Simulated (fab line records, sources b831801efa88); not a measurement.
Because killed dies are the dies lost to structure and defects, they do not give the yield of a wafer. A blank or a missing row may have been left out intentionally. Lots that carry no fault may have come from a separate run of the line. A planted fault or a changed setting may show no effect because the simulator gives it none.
One fault seen from 2 desks / flow sky130 / each desk holds nothing but its own numbers, with what lay behind them at the end

== FOR THE TOOL OWNER'S DESK: rie metal-02 ==
The tool's own readings at SKY_LOCAL_INTERCONNECT_ETCH_13 (etches BARC in N2/H2, stops on SiO2, time 45.9 s, target depth 60 nm): means of the sampled wafers that have a number, for each lot that ran on this tool. Any lot whose mean is over 4 standard deviations away from the usual mean is out of limits and marked OUT; that distance is given in the brackets.
Columns: A = drypump motor current A at SKY_LOCAL_INTERCONNECT_ETCH_13, usual 5.7 A; B = h2 flow sccm at SKY_LOCAL_INTERCONNECT_ETCH_13, usual 200.1 sccm; C = oes product au at SKY_LOCAL_INTERCONNECT_ETCH_13, usual 0.855 a.u.; D = run length s at SKY_LOCAL_INTERCONNECT_ETCH_13, usual 74.3 s; E = throttle valve pct at SKY_LOCAL_INTERCONNECT_ETCH_13, usual 13.225 %
lot=L721; first seen here=day 31 21:50; A=6.5; B=200.0; C=0.854; D=74.1; E=13.219
lot=L732; first seen here=day 35 19:25; A=6.8; B=200.4; C=0.833 (-5.0) OUT; D=76.5; E=13.217
lot=L735; first seen here=day 36 08:15; A=6.4; B=199.8; C=0.842; D=75.8; E=13.226
This desk's finding: out of limits on L732; first on L732, day 35 19:25 (oes product au at SKY_LOCAL_INTERCONNECT_ETCH_13). L721, L735: within limits.

== AT THE METROLOGY DESK ==
Means of the sampled wafers that have a number, per lot and without regard to the tool the lot ran on: this is what the gauges read. Any lot whose mean is over 4 standard deviations away from the usual mean is out of limits and marked OUT; that distance is given in the brackets.
Columns: A = LOCAL_INTERCONNECT_TIN_RS at SKY_LOCAL_INTERCONNECT_RS_MEAS_01, usual 14.11 ohm/sq; B = LOCAL_INTERCONNECT_TIN_THK at SKY_LOCAL_INTERCONNECT_THK_MEAS_02, usual 101.7 nm; C = cd nm at SKY_LOCAL_INTERCONNECT_CD_MEAS_11, usual 169.8 nm; D = LOCAL_INTERCONNECT_OVL at SKY_LOCAL_INTERCONNECT_OVL_MEAS_12, usual 1 nm
lot=L722; first seen here=day 30 14:23; A=14.02; B=103.0; C=170.3; D=-5
lot=L721; first seen here=day 30 18:38; A=14.14; B=101.8; C=170.3; D=8
lot=L732; first seen here=day 34 17:31; A=14.09; B=101.9; C=169.6; D=4
lot=L735; first seen here=day 35 06:22; A=14.11; B=101.4; C=170.4; D=1
lot=L738; first seen here=day 36 02:43; A=14.05; B=102.5; C=167.0; D=2
lot=L739; first seen here=day 36 10:44; A=14.20; B=101.3; C=169.6; D=-0
Finding of this desk: none of the 6 lots has anything out of limits.

== TAKEN TOGETHER ==
At day 35 19:25, on L732, the tool owner's desk was in a position to raise an alarm.
The metrology desk saw nothing out of limits.
The metrology desk holds a record of L732, inside its limits.
Of the lots named, all ran SKY_LOCAL_INTERCONNECT_ETCH_13 on rie metal-02.

== WHAT THE SIMULATOR HAD INSERTED ==
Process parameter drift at SKY_LOCAL_INTERCONNECT_ETCH_13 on rie metal-02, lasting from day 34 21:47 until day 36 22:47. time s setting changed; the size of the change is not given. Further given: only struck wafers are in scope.
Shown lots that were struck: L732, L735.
Time in hours from fault onset to the first out-of-limits reading at each desk: the tool owner's desk, 22.
